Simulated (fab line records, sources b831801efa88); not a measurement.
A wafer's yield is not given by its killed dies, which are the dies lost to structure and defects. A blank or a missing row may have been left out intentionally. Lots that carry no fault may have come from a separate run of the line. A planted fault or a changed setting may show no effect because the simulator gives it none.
A struck lot beside a sound one / flow sky130 / 40 out of 708 route steps
Sound: these wafers, L439.3, L439.4, L439.6. Wafers struck: L455.3, L455.5, L455.6. Last of all comes the cause.
Order at every step that has rows: each side's tool, ch and its chambers, its first start. Under that, the readings that differ: sound wafers / struck wafers / difference of the means / sigmas: that difference in standard deviations of wafers without a fault.
alike: readings with means less than 2 such deviations apart, plus words and numbers identical on both sides. not compared: withheld readings, readings lacking a value on some wafer, bounds such as >300 that could conceal the same value, and numbers that have no deviation in the record and whose values overlap.
A row with sigmas, a row that says differs or no value, or rows on one side alone: a step with any of these is where the two part. Numbers that don't overlap but have no deviation are shown without sigmas and don't part them. A reading that every wafer of one side lacks parts them only if that side has two wafers or more.

first, 4 steps without rows for these wafers: SKY_VIA2_STRIP_17 (strips in post etch residue remover, time 1200 s); SKY_VIA2_CLEAN_18 (cleans in IPA, time 180 s); SKY_VIA2_CLEAN_19 (cleans in O3/DIW); SKY_VIA2_SPUTTER_20 (material TiN, target thk 20 nm, time 80 s).
SKY_VIA2_CVD_21: deposits W, target thk 420 nm, time 126.4 s.
  sound on cvdW-01 ch 0,1, day 37 10:45; struck on cvdW-01 ch 0,1, day 43 01:22
  alike: heaterPowerW
SKY_VIA2_RS_MEAS_22: measurement is done with a four-point probe.
  sound on filmMetro-01, day 37 10:53; struck on filmMetro-01, day 43 01:29
  alike: VIA2_W_RS
SKY_VIA2_THK_MEAS_23: measures by xrf.
  sound on filmMetro-01, day 37 10:59; struck on filmMetro-01, day 43 01:35
  alike: VIA2_W_THK
SKY_VIA2_CMP_24: polishes, stops on SiO2, t overpolish 20 s, target thk 0 nm.
  sound on cmp-01 ch 2,3, day 37 11:01; struck on cmp-01 ch 0,3, day 43 01:40
  alike: headPressurePsi, motorCurrentA, overpolishRunS, platenRpm, slurryFilterDpKPa, timeToEndpointS
then, 1 step without rows for these wafers: SKY_METAL3_SPUTTER_00 (material Ti, target thk 15 nm, time 10 s).
SKY_METAL3_SPUTTER_01: material TiN, target thk 20 nm, time 16.7 s.
  sound on pvdSputter-01, day 37 11:20; struck on pvdSputter-04, day 43 01:57
  alike: cathodeDcPowerW, chamberPressurePa, throttleValvePct
then, 1 step without rows for these wafers: SKY_METAL3_SPUTTER_02 (material AlCu, target thk 735 nm, time 39.1 s).
SKY_METAL3_SPUTTER_03: material Ti, target thk 5 nm, time 3.3 s.
  sound on pvdSputter-01, day 37 11:24; struck on pvdSputter-04, day 43 02:01
  alike: cathodeDcPowerW, chamberPressurePa, throttleValvePct
SKY_METAL3_SPUTTER_04: material TiN, target thk 70 nm, time 58.3 s.
  sound on pvdSputter-01, day 37 11:25; struck on pvdSputter-04, day 43 02:02
  no value came back on the struck wafers for cathodeDcPowerW (W), chamberPressurePa (Pa), throttleValvePct (%); on the sound wafers cathodeDcPowerW (W) reads 6501.1 6498.2 6501.3
then, 9 steps without rows for these wafers: SKY_CAPM_CVD_00 (deposits SiO2, target thk 15.5 nm); SKY_CAPM_SPUTTER_02 (material TiN, target thk 200 nm, time 166.7 s); SKY_CAPM_DEHYDRATE_05 (time 60 s); SKY_CAPM_HMDS_06 (prime time 60 s); SKY_CAPM_COAT_07 (resist thk 1140 nm); SKY_CAPM_SOFTBAKE_08 (time 60 s); SKY_CAPM_EXPOSE_09 (exposes mask CAPM, target cd 1000 nm); SKY_CAPM_PEB_10; SKY_CAPM_DEVELOP_11 (develop time 60 s).
SKY_CAPM_OVL_MEAS_12:
  sound on overlay-01, day 38 13:15; struck on overlay-01, day 44 00:19
  alike: CAPM_OVL
then, 1 step without rows for these wafers: SKY_CAPM_METAL_ETCH_13 (etches TiN in Cl2/BCl3, stops on SiO2, target depth 220 nm, time 62.9 s).
SKY_CAPM_STRIP_14: strips in O2/N2.
  sound on plasmaAsher-02 ch 0,1, day 38 13:28; struck on plasmaAsher-02 ch 0,1, day 44 00:28
  alike: chamberPressureMTorr, drypumpMotorCurrentA, oesProductAu, stripTimeToEndpointS
  not compared: rfHoursCounterH
then, 11 steps without rows for these wafers: SKY_CAPM_STRIP_15 (strips in post etch residue remover, time 1200 s); SKY_CAPM_CLEAN_16 (cleans in IPA, time 180 s); SKY_CAPM_CLEAN_17 (cleans in O3/DIW); SKY_METAL3_DEHYDRATE_05 (time 60 s); SKY_METAL3_HMDS_06 (prime time 60 s); SKY_METAL3_COAT_07 (resist thk 60 nm); SKY_METAL3_COAT_08 (resist thk 1140 nm); SKY_METAL3_SOFTBAKE_09 (time 90 s); SKY_METAL3_EXPOSE_10 (exposes mask MM3, target cd 300 nm); SKY_METAL3_PEB_11; SKY_METAL3_DEVELOP_12 (develop time 60 s).
SKY_METAL3_CD_MEAS_13: the cd target is 300 nm.
  sound on cdSem-01, day 39 14:55; struck on cdSem-02, day 44 23:19
  alike: cdNm
SKY_METAL3_OVL_MEAS_14:
  sound on overlay-02, day 39 15:00; struck on overlay-01, day 44 23:24
reading=METAL3_OVL (nm); sound=-4 10 2; struck=-15 -9 -6; difference=-13; sigmas=-2
then, 1 step without rows for these wafers: SKY_METAL3_DESCUM_15 (chemistry O2, time 8 s).
SKY_METAL3_METAL_ETCH_18: etches the open film in Cl2/BCl3, stops on SiO2, target depth 845 nm, time 183.1 s.
  sound on rieMetal-03 ch 0,1, day 39 15:14; struck on rieMetal-03 ch 0,1, day 44 23:38
reading=oesProductAu (a.u.); sound=0.866 0.859 0.849; struck=0.831 0.833 0.825; difference=-0.028; sigmas=-4
  alike: chamberPressureMTorr, drypumpMotorCurrentA, throttleValvePct
  not compared: rfHoursCounterH

== WHERE THEY PART ==
Earliest at SKY_METAL3_SPUTTER_04; latest, in this record, at SKY_METAL3_METAL_ETCH_18.

WHY: what had been put in by the simulator
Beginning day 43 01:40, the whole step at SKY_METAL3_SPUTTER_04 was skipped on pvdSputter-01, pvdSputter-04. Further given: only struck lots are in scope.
